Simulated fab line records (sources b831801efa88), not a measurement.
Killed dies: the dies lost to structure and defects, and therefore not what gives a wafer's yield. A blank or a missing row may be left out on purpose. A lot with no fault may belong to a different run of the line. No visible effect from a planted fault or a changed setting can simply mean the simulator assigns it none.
Shared-tool check -- flow gf180mcu -- Lots sampled 13, wafers sampled 39

WHAT PROMPTED THE OPENING
At GF_V5_THK_MEAS_03 the reading V5_CVD_02_THK is flagged on 2 of 13 lots. Fault-free wafers read 1450 nm, with a standard deviation of 20.
Rule: a lot gets a flag if all its wafers with a number sit over 4 standard deviations from that mean, or if no wafer of it has a number. As for the other lots, they are considered sound.

lot,measured,on,"V5_CVD_02_THK (nm), wafer by wafer",flag
L811,day 26 19:16,film_metro-03,1444 1454 1441,
L812,day 27 04:55,film_metro-02,1453 1432 1461,
L817,day 28 11:17,film_metro-02,1039 1075 1046,FLAGGED
L818,day 28 22:05,film_metro-03,1065 1056 1079,FLAGGED
L822,day 30 03:16,film_metro-03,1423 1430 1423,
L825,day 30 21:58,film_metro-01,1422 1496 1450,
L826,day 31 04:36,film_metro-01,1430 1481 1440,
L827,day 31 13:20,film_metro-02,1430 1456 1433,
L828,day 31 20:26,film_metro-01,1433 1441 1461,
L829,day 31 23:44,film_metro-03,1418 1459 1434,
L830,day 32 03:48,film_metro-01,1442 1462 1447,
L831,day 32 15:22,film_metro-02,1444 1430 1447,
L832,day 32 15:34,film_metro-01,1446 1468 1479,
On average the flagged lots' numbers are 1060 nm, which is -390 nm against the usual, or -20 standard deviations.

WHICH TOOL RAN EACH LOT
The record holds 3 process steps before the reading, out of a route of 602 steps. Read each cell as the tool, then ch plus the chambers that the sampled wafers visited, then the start.
lot,flag,GF_MIM_SPUTTER_01,GF_M5_METAL_ETCH_10,GF_V5_CVD_02
L811,,"pvd_sputter-01, day 25 00:09","rie_metal-04 ch 0,1, day 26 18:22","pecvd-04 ch 0,1,2, day 26 19:10"
L812,,"pvd_sputter-03, day 25 09:51","rie_metal-04 ch 0,1, day 27 04:02","pecvd-04 ch 0,2, day 27 04:48"
L817,FLAGGED,"pvd_sputter-03, day 26 17:47","rie_metal-04 ch 0,1, day 28 10:19","pecvd-04 ch 1,2, day 28 11:07"
L818,FLAGGED,"pvd_sputter-04, day 27 05:10","rie_metal-03 ch 0,1, day 28 21:14","pecvd-04 ch 0,1, day 28 21:57"
L822,,"pvd_sputter-01, day 28 09:56","rie_metal-02 ch 0,1, day 30 02:22","pecvd-03 ch 0,2, day 30 03:10"
L825,,"pvd_sputter-03, day 29 06:22","rie_metal-02 ch 0,1, day 30 21:05","pecvd-02 ch 0,1, day 30 21:51"
L826,,"pvd_sputter-03, day 29 14:00","rie_metal-03 ch 0,1, day 31 03:41","pecvd-02 ch 0,1,2, day 31 04:29"
L827,,"pvd_sputter-04, day 30 00:23","rie_metal-02 ch 1, day 31 12:20","pecvd-03 ch 0,1, day 31 13:14"
L828,,"pvd_sputter-04, day 30 07:31","rie_metal-04 ch 0,1, day 31 19:34","pecvd-04 ch 0,1,2, day 31 20:20"
L829,,"pvd_sputter-01, day 30 10:20","rie_metal-04 ch 0,1, day 31 22:52","pecvd-03 ch 0,1,2, day 31 23:38"
L830,,"pvd_sputter-01, day 30 15:08","rie_metal-04 ch 0,1, day 32 02:53","pecvd-02 ch 0,1,2, day 32 03:41"
L831,,"pvd_sputter-01, day 31 03:16","rie_metal-03 ch 0,1, day 32 14:23","pecvd-03 ch 0,2, day 32 15:14"
L832,,"pvd_sputter-04, day 31 04:22","rie_metal-02 ch 1, day 32 14:40","pecvd-04 ch 0,1, day 32 15:27"
What is done by these steps:
- GF_MIM_SPUTTER_01: material TiN, target thk 30 nm, time 25 s.
- GF_M5_METAL_ETCH_10: etches the open film in Cl2/BCl3, stops on SiO2, target depth 750.8 nm, time 125.1 s.
- GF_V5_CVD_02: deposits SiO2 from TEOS, target thk 1450 nm, time 163.28 s.
- GF_V5_THK_MEAS_03

FLAGGED OVER TOTAL, TOOL BY TOOL (the gauges that took the reading come last)
step,tool,lots run,flagged,share of the flagged lots,sound lots run after its first flagged lot
GF_MIM_SPUTTER_01,pvd_sputter-01,5,0,none,-
GF_MIM_SPUTTER_01,pvd_sputter-03,4,1,some,"2 (L825,L826)"
GF_MIM_SPUTTER_01,pvd_sputter-04,4,1,some,"3 (L827,L828,L832)"
GF_M5_METAL_ETCH_10,rie_metal-02,4,0,none,-
GF_M5_METAL_ETCH_10,rie_metal-03,3,1,some,"2 (L826,L831)"
GF_M5_METAL_ETCH_10,rie_metal-04,6,1,some,"3 (L828,L829,L830)"
GF_V5_CVD_02,pecvd-02,3,0,none,-
GF_V5_CVD_02,pecvd-03,4,0,none,-
GF_V5_CVD_02,pecvd-04,6,2,all,"2 (L828,L832)"
GF_V5_THK_MEAS_03,film_metro-01,5,0,none,-
GF_V5_THK_MEAS_03,film_metro-02,4,1,some,"2 (L827,L831)"
GF_V5_THK_MEAS_03,film_metro-03,4,1,some,"2 (L822,L829)"

THE TABLE: WHAT IT ALLOWS
In the table, 1 row covers all flagged lots: pecvd-04 at GF_V5_CVD_02.
- pecvd-04 at GF_V5_CVD_02 ran 6 lots, 2 of them flagged. Lots that were sound ran on it after the first flagged one (L828, L832); a persistent fault on the entire tool would not allow that.
There is no row in the table that ran each flagged lot and no sound lot after the first.

WHAT HAD BEEN PUT IN BY THE SIMULATOR
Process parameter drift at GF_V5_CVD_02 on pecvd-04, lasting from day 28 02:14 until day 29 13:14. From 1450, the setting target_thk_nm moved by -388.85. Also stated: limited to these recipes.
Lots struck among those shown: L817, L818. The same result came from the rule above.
